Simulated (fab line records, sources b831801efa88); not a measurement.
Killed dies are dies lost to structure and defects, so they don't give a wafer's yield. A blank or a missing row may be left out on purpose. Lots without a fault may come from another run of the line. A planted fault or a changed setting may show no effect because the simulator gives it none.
A struck lot beside a sound one | flow sky130 | 14 steps out of a route of 708
Sound: wafers L518.2, L518.3, L518.5. Struck: wafer L537.2. (L537.5 of the same lot was not struck and is left out.) The cause comes at the end.
At each step with rows: each side's tool, then ch and its chambers, then its first start. Under that, the readings that differ: sound wafers | struck wafers | difference of the means | sigmas: that difference in standard deviations of wafers without a fault.
alike: readings whose means differ by less than 2 such deviations, and words and numbers that are the same on both sides. not compared: withheld readings, readings that some wafer has no value for, bounds like >300 that may hide the same value, and numbers for which the record gives no deviation and whose values overlap.
The two part at a step that has a row with sigmas, a row that says differs or no value, or rows on one side only. Numbers that don't overlap but have no deviation are shown without sigmas and don't part them. A reading that every wafer of one side lacks parts them only if that side has two wafers or more.

SKY_CONTACT_STRIP_19: strips in O2/N2.
  sound on plasma_asher-02 ch 0,1, day 33 02:20; struck on plasma_asher-04 ch 1, day 38 18:16
  alike: drypump_motor_current_A, n2_flow_sccm, oes_product_au, strip_time_to_endpoint_s
  not compared: rf_hours_counter_h
then, 5 steps without rows for these wafers: SKY_CONTACT_STRIP_20 (strips in post etch residue remover, time 1200 s); SKY_CONTACT_CLEAN_21 (cleans in IPA, time 180 s); SKY_CONTACT_CLEAN_22 (cleans in O3/DIW); SKY_CONTACT_SPUTTER_23 (material TiN, target thk 20 nm, time 80 s); SKY_CONTACT_CVD_24 (deposits W, target thk 340 nm, time 102.12 s).
SKY_CONTACT_RS_MEAS_25: measures by four-point-probe.
  sound on film_metro-03, day 33 03:07; struck on film_metro-03, day 38 19:04
  alike: CONTACT_W_RS
SKY_CONTACT_THK_MEAS_26: measures by xrf.
  sound on film_metro-03, day 33 03:13; struck on film_metro-03, day 38 19:10
  alike: CONTACT_W_THK
SKY_CONTACT_CMP_27: polishes, stops on SiO2, t overpolish 15 s, target thk 0 nm.
  sound on cmp-01 ch 0,3, day 33 03:16; struck on cmp-01 ch 1, day 38 19:22
  alike: motor_current_A, overpolish_run_s, retaining_ring_pressure_frac, time_to_endpoint_s
SKY_METAL1_SPUTTER_00: material Ti, target thk 15 nm, time 10 s.
  sound on pvd_sputter-04, day 33 03:34; struck on pvd_sputter-02, day 38 19:31
  alike: throttle_valve_pct
SKY_METAL1_SPUTTER_01: material TiN, target thk 20 nm, time 16.7 s.
  sound on pvd_sputter-04, day 33 03:35; struck on pvd_sputter-02, day 38 19:34
  alike: throttle_valve_pct
then, 1 step without rows for these wafers: SKY_METAL1_SPUTTER_02 (material AlCu, target thk 250 nm, time 13.3 s).
SKY_METAL1_SPUTTER_03: material Ti, target thk 5 nm, time 3.3 s.
  sound on pvd_sputter-04, day 33 03:38; struck on pvd_sputter-02, day 38 19:40
  reading                                   | sound             | struck | difference | sigmas
  model.Ti_of_METAL1_SPUTTER_03.thk_nm (nm) | 5.292 5.233 5.363 | 5.505  | +0.209     |
  alike: throttle_valve_pct
SKY_METAL1_SPUTTER_04: material TiN, target thk 70 nm, time 58.3 s.
  sound on pvd_sputter-04, day 33 03:40; struck on pvd_sputter-02, day 38 19:41
  alike: throttle_valve_pct

WHERE THEY PART
Nowhere in this record.

WHY: what the simulator had put in
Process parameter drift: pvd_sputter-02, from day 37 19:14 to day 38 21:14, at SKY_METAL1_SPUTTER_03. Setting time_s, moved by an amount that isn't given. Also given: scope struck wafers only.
